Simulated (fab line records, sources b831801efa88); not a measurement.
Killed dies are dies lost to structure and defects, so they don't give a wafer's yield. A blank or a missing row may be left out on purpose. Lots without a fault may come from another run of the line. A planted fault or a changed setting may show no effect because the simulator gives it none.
fab line records | flow sky130 | part 1 of 2: steps 1 to 42 of 43
record lots=6 wafers=18 last_day=50
route steps=708 shown VIA3@585 METAL4@598 CAP2M@603 PAD_OPEN@708
lots that met no fault: from a run of the same line without faults
start_h: hours from the record's first day to the start of the lot's first wafer shown | wait_h: hours since the lot's step before | " the same as in the row above | L1.1+2: a row that stands for several wafers | - no value, or no start given | * or withheld: withheld | < > ~ a bound
route shown NAME@n: a module of which the file shows steps, and the number in the route of the first | usual: mean/standard deviation of fault-free wafers | same: alike in all rows | chamber/n: place in a boat | sites: the reading at each site | _std_site: their standard deviation | _edge_site: outer sites' mean less inner sites' | radius_mm: how far each site lies from the wafer's centre | mask NAME#n: copy n | behind: the tool/chamber that last shaped the wafer | hold: why the lot was held/for how many hours/how that ended | device: the transistor (n, p or np) that didn't switch | end of line: the same wafers' tests at the end of the route | a step without rows: its recipe alone | killed: dies lost to structure and defects at the first sort, not the wafer's yield | map: a wafer's dies, x killed, . not, _ none there
set.NAME: the setting as run; set.NAME@STEP: as run at that earlier step | model.NAME: the simulator's own value behind a step, which no gauge read
lots at some steps of the route; a table a step, a row a wafer
services: from which hour (start_h, from the record's first day; less than 0 if before it) a tool's chamber was out of use, for how many hours, and why
## steps
# step SKY_VIA3_CD_MEAS_12
# recipe target_cd_nm=200
# usual cd_nm=199.9/1.6
# columns lot.wafer tool chamber start_h wait_h cd_nm
L665.2 cd_sem-01 - 934.75 - 202.0
L665.3 " - " " 200.9
L665.6 " - " " 200.1
L667.1 cd_sem-01 - 948.23 - 199.6
L667.4 " - " " 198.9
L667.6 " - " " 200.6
L669.1 cd_sem-02 - 967.48 - 198.7
L669.4 " - " " 198.2
L669.6 " - " " 198.8
L671.1 cd_sem-02 - 977.64 - 201.7
L671.5 " - " " 199.8
L671.6 " - " " 200.0
L685.3 cd_sem-01 - 1071.67 - 200.4
L685.5 " - " " 200.5
L685.6 " - " " 200.4
L686.2 cd_sem-02 - 1076.40 - 199.3
L686.5 " - " " 200.8
L686.6 " - " " 201.2
# step SKY_VIA3_OVL_MEAS_13
# usual VIA3_OVL=-1/5.3
# columns lot.wafer tool chamber start_h wait_h VIA3_OVL[nm]
L665.2 overlay-02 - 934.86 0.1 0
L665.3 " - " " 2
L665.6 " - " " -1
L667.1 overlay-01 - 948.35 0.1 -5
L667.4 " - " " -2
L667.6 " - " " -8
L669.1 overlay-02 - 967.60 0.1 -14
L669.4 " - " " -4
L669.6 " - " " -9
L671.1 overlay-01 - 977.76 0.1 4
L671.5 " - " " 4
L671.6 " - " " 9
L685.3 overlay-02 - 1071.76 0.1 3
L685.5 " - " " -2
L685.6 " - " " 9
L686.2 overlay-01 - 1076.51 0.1 -4
L686.5 " - " " -11
L686.6 " - " " -1
# step SKY_VIA3_ETCH_14
# recipe chemistry=N2/H2 target=BARC ion_energy_ev=200 source_w=500 bias_w=100 pressure_mtorr=30 n2_flow_sccm=100 h2_flow_sccm=200 stop_on=SiO2 time_s=45.9 target_depth_a=600
# step SKY_VIA3_ETCH_15
# recipe target=SiO2 chemistry=C4F8/O2/Ar target_depth_nm=507 stop_on=TiN mask_material=KrF-thick source_w=1500 bias_w=1200 pressure_mtorr=40 c4f8_flow_sccm=withheld O2_flow_sccm=6 Ar_flow_sccm=300 time_s=78
# step SKY_VIA3_STRIP_16
# recipe chemistry=O2/N2 power_w=1400 pressure_mtorr=1500 platen_temp_c=withheld o2_flow_sccm=3000 n2_flow_sccm=300 overash_fraction=0.5
# usual drypump_motor_current_A=5.7/0.46 n2_flow_sccm=299.9/0.85 oes_product_au=0.402/0.0046 strip_time_to_endpoint_s=4.124/0.022
# columns lot.wafer tool chamber start_h wait_h drypump_motor_current_A n2_flow_sccm oes_product_au rf_hours_counter_h strip_time_to_endpoint_s
L665.2 plasma_asher-03 0 934.99 0.0 6.5 299.8 0.401 20 4.108
L665.3 " 1 " " 5.8 299.6 0.397 - 4.141
L665.6 " 1 " " 5.8 299.7 0.400 - 4.102
L667.1 plasma_asher-01 1 948.49 0.0 5.7 300.8 0.399 115 4.129
L667.4 " 0 " " 5.1 299.7 0.405 - 4.122
L667.6 " 1 " " 5.7 301.5 0.404 - 4.111
L669.1 plasma_asher-01 0 967.74 0.0 5.1 300.3 0.400 117 4.132
L669.4 " 0 " " 5.1 299.4 0.407 - 4.138
L669.6 " 1 " " 5.7 299.2 0.399 - 4.128
L671.1 plasma_asher-01 0 977.90 0.0 5.1 300.0 0.409 118 4.102
L671.5 " 1 " " 5.7 300.4 0.398 - 4.126
L671.6 " 0 " " 5.1 300.4 0.401 - 4.098
L685.3 plasma_asher-01 1 1071.92 0.1 5.7 298.9 0.398 - 4.098
L685.5 " 1 " " 5.7 299.5 0.400 - 4.082
L685.6 " 0 " " 5.1 300.7 0.398 - 4.070
L686.2 plasma_asher-02 1 1076.64 0.0 6.0 301.1 0.413 66 4.130
L686.5 " 0 " " 5.3 302.1 0.404 - 4.158
L686.6 " 1 " " 6.1 299.6 0.404 - 4.126
# step SKY_VIA3_STRIP_17
# recipe chemistry=post_etch_residue_remover time_s=1200 temp_c=72.5
# step SKY_VIA3_CLEAN_18
# recipe chemistry=IPA time_s=180 temp_c=25
# step SKY_VIA3_CLEAN_19
# recipe chemistry=O3/DIW dry=n2_spin
# step SKY_VIA3_SPUTTER_20
# recipe material=TiN target_thk_nm=20 chamber_pressure_pa=5 power_w=4000 time_s=80
# step SKY_VIA3_CVD_21
# recipe material=W target_thk_nm=390 time_s=117.31 temp_c=400 pressure_torr=40
# usual heater_power_w=894/62
# columns lot.wafer tool chamber start_h wait_h heater_power_w
L665.2 cvd_w-02 0 935.65 0.0 949
L665.3 " 1 " " 870
L665.6 " 1 " " 883
L667.1 cvd_w-02 1 949.15 0.0 881
L667.4 " 0 " " 972
L667.6 " 1 " " 875
L669.1 cvd_w-01 1 968.39 0.0 776
L669.4 " 1 " " 776
L669.6 " 1 " " 791
L671.1 cvd_w-02 1 978.55 0.0 874
L671.5 " 1 " " 871
L671.6 " 0 " " 933
L685.3 cvd_w-02 0 1072.58 0.1 960
L685.5 " 1 " " 886
L685.6 " 0 " " 957
L686.2 cvd_w-02 0 1077.29 0.0 972
L686.5 " 0 " " 974
L686.6 " 1 " " 904
# step SKY_VIA3_RS_MEAS_22
# recipe thk_meas_gauge=four-point-probe reads=W_of_VIA3_CVD_21+TiN_of_VIA3_SPUTTER_20
# usual VIA3_W_RS=0.294/0.0043
# columns lot.wafer tool chamber start_h wait_h VIA3_W_RS[ohm/sq]
L665.2 film_metro-04 - 935.79 0.1 0.289
L665.3 " - " " 0.292
L665.6 " - " " 0.293
L667.1 film_metro-03 - 949.27 0.1 0.294
L667.4 " - " " 0.290
L667.6 " - " " 0.297
L669.1 film_metro-02 - 968.51 0.1 0.302
L669.4 " - " " 0.298
L669.6 " - " " 0.294
L671.1 film_metro-04 - 978.67 0.1 0.298
L671.5 " - " " 0.300
L671.6 " - " " 0.290
L685.3 film_metro-03 - 1072.71 0.1 0.288
L685.5 " - " " 0.299
L685.6 " - " " 0.286
L686.2 film_metro-03 - 1077.43 0.1 0.288
L686.5 " - " " 0.291
L686.6 " - " " 0.298
# step SKY_VIA3_THK_MEAS_23
# recipe thk_meas_gauge=xrf reads=W_of_VIA3_CVD_21
# usual VIA3_W_THK=398/9.1
# columns lot.wafer tool chamber start_h wait_h VIA3_W_THK[nm]
L665.2 film_metro-04 - 935.90 0.1 405
L665.3 " - " " 401
L665.6 " - " " 399
L667.1 film_metro-03 - 949.39 0.1 403
L667.4 " - " " 408
L667.6 " - " " 400
L669.1 film_metro-02 - 968.63 0.1 378
L669.4 " - " " 385
L669.6 " - " " 391
L671.1 film_metro-04 - 978.79 0.1 395
L671.5 " - " " 394
L671.6 " - " " 408
L685.3 film_metro-03 - 1072.81 0.1 413
L685.5 " - " " 400
L685.6 " - " " 417
L686.2 film_metro-03 - 1077.54 0.1 413
L686.5 " - " " 408
L686.6 " - " " 397
# step SKY_VIA3_CMP_24
# recipe stop_on=SiO2 t_overpolish_s=20 down_force_psi=3.5 platen_rpm=60 target_thk_nm=0 pad_velocity_m_s=0.94248
# usual motor_current_A=10.8/0.78 overpolish_run_s=20.000/0.0095 time_to_endpoint_s=92/3.5
# columns lot.wafer tool chamber start_h wait_h motor_current_A overpolish_run_s time_to_endpoint_s
L665.2 cmp-02 0 935.95 0.0 10.6 20.004 96
L665.3 " 1 " " 10.5 19.998 94
L665.6 " 1 " " 9.8 20.005 97
L667.1 cmp-02 3 949.45 0.1 10.8 20.001 97
L667.4 " 2 " " 10.7 20.003 96
L667.6 " 0 " " 10.8 20.013 95
L669.4 cmp-02 3 968.79 0.1 10.8 20.017 91
L669.1 " 0 " " 11.3 20.011 89
L669.6 " 1 " " 10.1 19.992 89
L671.1 cmp-01 1 979.00 0.2 10.5 20.003 94
L671.5 " 2 " " 10.7 19.995 93
L671.6 " 3 " " 10.8 19.995 91
L685.3 cmp-01 3 1072.85 0.0 10.9 19.989 93
L685.5 " 3 " " 11.1 20.001 91
L685.6 " 0 " " 12.2 20.005 96
L686.2 cmp-01 1 1077.69 0.1 10.1 20.005 97
L686.6 " 3 " " 11.9 20.002 90
L686.5 " 0 " " 12.1 20.010 95
# step SKY_METAL4_SPUTTER_00
# recipe material=Ti target_thk_nm=15 power_w=3000 time_s=10 chamber_pressure_pa=0.4
# usual throttle_valve_pct=30.1/1.3
# columns lot.wafer tool chamber start_h wait_h throttle_valve_pct
L665.2 pvd_sputter-03 - 936.25 0.2 32.4
L665.3 " - " " 30.8
L665.6 " - " " 28.3
L667.1 pvd_sputter-02 - 949.75 0.2 32.6
L667.4 " - " " 29.2
L667.6 " - " " 30.3
L669.1 pvd_sputter-02 - 968.99 0.1 29.8
L669.4 " - " " 29.4
L669.6 " - " " 32.6
L671.1 pvd_sputter-03 - 979.15 0.1 30.5
L671.5 " - " " 32.2
L671.6 " - " " 30.8
L685.3 pvd_sputter-01 - 1073.15 0.2 29.8
L685.5 " - " " 30.3
L685.6 " - " " 28.8
L686.2 pvd_sputter-02 - 1077.89 0.1 29.2
L686.5 " - " " 29.3
L686.6 " - " " 30.4
# step SKY_METAL4_SPUTTER_01
# recipe material=TiN target_thk_nm=20 power_w=6500 time_s=16.7 chamber_pressure_pa=0.4
# step SKY_METAL4_SPUTTER_02
# recipe material=AlCu target_thk_nm=735 power_w=10600 time_s=39.1 chamber_pressure_pa=0.4
# step SKY_METAL4_SPUTTER_03
# recipe material=Ti target_thk_nm=5 power_w=3000 time_s=3.3 chamber_pressure_pa=0.4
# step SKY_METAL4_SPUTTER_04
# recipe material=TiN target_thk_nm=70 power_w=6500 time_s=58.3 chamber_pressure_pa=0.4
# step SKY_CAP2M_CVD_00
# recipe material=SiO2 target_thk_nm=15.5 temp_c=400 time_s=withheld rf_w=450
# usual heater_power_w=706/69
# columns lot.wafer tool chamber start_h wait_h heater_power_w
L665.2 pecvd-02 2 936.40 0.0 656
L665.3 " 1 " " 756
L665.6 " 0 " " 718
L667.1 pecvd-04 1 949.91 0.0 593
L667.4 " 1 " " 592
L667.6 " 2 " " 674
L669.1 pecvd-02 1 969.15 0.0 803
L669.4 " 1 " " 793
L669.6 " 0 " " 751
L671.1 pecvd-04 0 979.31 0.0 750
L671.5 " 0 " " 778
L671.6 " 2 " " 598
L685.3 pecvd-04 0 1073.30 0.0 784
L685.5 " 1 " " 619
L685.6 " 0 " " 799
L686.2 pecvd-03 0 1078.05 0.0 675
L686.5 " 2 " " 689
L686.6 " 0 " " 669
# step SKY_CAP2M_THK_MEAS_01
# recipe reads=SiO2_of_CAP2M_CVD_00
# usual CAP2M_CVD_00_THK=15.53/0.22
# columns lot.wafer tool chamber start_h wait_h CAP2M_CVD_00_THK[nm]
L665.2 film_metro-03 - 936.43 - 15.29
L665.3 " - " " 15.77
L665.6 " - " " 15.85
L667.1 film_metro-02 - 949.93 - 15.42
L667.4 " - " " 15.57
L667.6 " - " " 15.86
L669.1 film_metro-01 - 969.17 - 15.64
L669.4 " - " " 15.74
L669.6 " - " " 15.74
L671.1 film_metro-02 - 979.33 - 15.29
L671.5 " - " " 15.39
L671.6 " - " " 15.40
L685.3 film_metro-01 - 1073.34 - 15.23
L685.5 " - " " 15.69
L685.6 " - " " 15.60
L686.2 film_metro-02 - 1078.08 - 15.29
L686.5 " - " " 15.71
L686.6 " - " " 15.67
# step SKY_CAP2M_SPUTTER_02
# recipe material=TiN target_thk_nm=200 temp_c=300 power_w=6500 time_s=166.7 chamber_pressure_pa=0.4
# step SKY_CAP2M_RS_MEAS_03
# recipe thk_meas_gauge=four-point-probe reads=TiN_of_CAP2M_SPUTTER_02
# usual CAP2M_TIN_RS=6.89/0.073
# columns lot.wafer tool chamber start_h wait_h CAP2M_TIN_RS[ohm/sq]
L665.2 film_metro-03 - 936.61 0.1 6.84
L665.3 " - " " 6.88
L665.6 " - " " 6.84
L667.1 film_metro-03 - 950.10 0.1 6.84
L667.4 " - " " 6.82
L667.6 " - " " 6.80
L669.1 film_metro-02 - 969.34 0.1 6.97
L669.4 " - " " 6.97
L669.6 " - " " 6.94
L671.1 film_metro-03 - 979.50 0.1 6.85
L671.5 " - " " 6.89
L671.6 " - " " 6.93
L685.3 film_metro-03 - 1073.53 0.1 7.00
L685.5 " - " " 7.01
L685.6 " - " " 6.98
L686.2 film_metro-02 - 1078.26 0.1 6.84
L686.5 " - " " 6.87
L686.6 " - " " 6.86
# step SKY_CAP2M_THK_MEAS_04
# recipe thk_meas_gauge=xrf reads=TiN_of_CAP2M_SPUTTER_02
# usual CAP2M_TIN_THK=199.1/2.4
# columns lot.wafer tool chamber start_h wait_h CAP2M_TIN_THK[nm]
L665.2 film_metro-03 - 936.72 0.1 199.3
L665.3 " - " " 199.2
L665.6 " - " " 198.8
L667.1 film_metro-03 - 950.22 0.1 199.3
L667.4 " - " " 199.8
L667.6 " - " " 200.8
L669.1 film_metro-02 - 969.46 0.1 196.9
L669.4 " - " " 196.9
L669.6 " - " " 197.3
L671.1 film_metro-03 - 979.62 0.1 199.6
L671.5 " - " " 198.8
L671.6 " - " " 197.4
L685.3 film_metro-03 - 1073.63 0.1 196.2
L685.5 " - " " 196.0
L685.6 " - " " 196.5
L686.2 film_metro-02 - 1078.37 0.1 200.3
L686.5 " - " " 199.1
L686.6 " - " " 200.4
# step SKY_CAP2M_DEHYDRATE_05
# recipe temp_c=200 time_s=60
# step SKY_CAP2M_HMDS_06
# recipe prime_time_s=60 prime_temp_c=120
# step SKY_CAP2M_COAT_07
# recipe resist=NOVOLAK spin_rpm=3000 resist_thk_nm=1140
# step SKY_CAP2M_SOFTBAKE_08
# recipe temp_c=90 time_s=60 resist=NOVOLAK
# step SKY_CAP2M_EXPOSE_09
# recipe mask_id=CAP2M na=0.6 source_shape=conventional sigma_outer=0.6 polarization=unpolarized target_cd_nm=1000 dose_mj=159
# step SKY_CAP2M_PEB_10
# recipe temp_c=withheld time_s=* resist=NOVOLAK
# step SKY_CAP2M_DEVELOP_11
# recipe resist=NOVOLAK developer=TMAH develop_time_s=60 dev_temp_c=23
# step SKY_CAP2M_OVL_MEAS_12
# usual CAP2M_OVL=-0.1/1.1
# columns lot.wafer tool chamber start_h wait_h CAP2M_OVL[nm]
L665.2 overlay-01 - 960.94 0.1 0.7
L665.3 " - " " -0.7
L665.6 " - " " 1.4
L667.1 overlay-02 - 973.85 0.1 0.0
L667.4 " - " " 0.6
L667.6 " - " " -1.0
L669.1 overlay-02 - 993.07 0.1 -0.6
L669.4 " - " " -0.2
L669.6 " - " " -1.1
L671.1 overlay-01 - 1003.23 0.1 -1.8
L671.5 " - " " 1.4
L671.6 " - " " 2.0
L685.3 overlay-01 - 1094.44 0.1 1.2
L685.5 " - " " 1.8
L685.6 " - " " -1.0
L686.2 overlay-01 - 1099.09 0.1 1.3
L686.5 " - " " -0.4
L686.6 " - " " 0.8
# step SKY_CAP2M_METAL_ETCH_13
# recipe target_depth_nm=220 stop_on=SiO2 chemistry=Cl2/BCl3 target=TiN pressure_mtorr=10 icp_w=900 bias_w=48.5 Cl2_flow_sccm=60 bcl3_flow_sccm=30 time_s=62.9
# usual drypump_motor_current_A=5.9/0.33 oes_product_au=0.943/0.0075 throttle_valve_pct=21.902/0.0097
# columns lot.wafer tool chamber start_h wait_h drypump_motor_current_A oes_product_au rf_hours_counter_h throttle_valve_pct
L665.2 rie_metal-04 0 960.97 0.0 5.3 0.957 11 21.899
L665.3 " 0 " " 5.3 0.949 - 21.907
L665.6 " 0 " " 5.3 0.934 - 21.903
L667.1 rie_metal-03 1 973.89 0.0 5.5 0.946 2 21.882
L667.4 " 0 " " 6.3 0.948 - 21.891
L667.6 " 1 " " 5.5 0.950 - 21.889
L669.1 rie_metal-03 0 993.11 0.0 6.3 0.931 1 21.895
L669.4 " 1 " " 5.5 0.942 - 21.895
L669.6 " 1 " " 5.5 0.948 - 21.891
L671.1 rie_metal-04 0 1003.27 0.0 5.3 0.949 13 21.898
L671.5 " 0 " " 5.3 0.933 - 21.907
L671.6 " 1 " " 5.8 0.941 - 21.895
L685.3 rie_metal-03 1 1094.49 0.0 5.5 0.929 - 21.916
L685.5 " 1 " " 5.5 0.932 - 21.910
L685.6 " 0 " " 6.3 0.939 - 21.899
L686.2 rie_metal-01 0 1099.12 0.0 6.2 0.946 23 21.910
L686.5 " 0 " " 6.2 0.944 - 21.893
L686.6 " 1 " " 6.0 0.948 - 21.910
# step SKY_CAP2M_STRIP_14
# recipe chemistry=O2/N2 power_w=1400 pressure_mtorr=1500 platen_temp_c=withheld o2_flow_sccm=3000 n2_flow_sccm=300 overash_fraction=0.5
# step SKY_CAP2M_STRIP_15
# recipe chemistry=post_etch_residue_remover time_s=1200 temp_c=72.5
# step SKY_CAP2M_CLEAN_16
# recipe chemistry=IPA time_s=180 temp_c=25
# step SKY_CAP2M_CLEAN_17
# recipe chemistry=O3/DIW dry=n2_spin
# step SKY_METAL4_DEHYDRATE_05
# recipe temp_c=200 time_s=60
# step SKY_METAL4_HMDS_06
# recipe prime_time_s=60 prime_temp_c=120
# step SKY_METAL4_COAT_07
# recipe resist=BARC temp_c=withheld time_s=withheld spin_rpm=3000 resist_thk_nm=60
# step SKY_METAL4_COAT_08
# recipe resist=KrF-thick spin_rpm=3000 resist_thk_nm=1140
# step SKY_METAL4_SOFTBAKE_09
# recipe temp_c=100 time_s=90 resist=KrF-thick
# step SKY_METAL4_EXPOSE_10
# recipe mask_id=MM4 na=0.68 source_shape=annular sigma_inner=0.4 sigma_outer=0.8 target_cd_nm=300 dose_mj=28
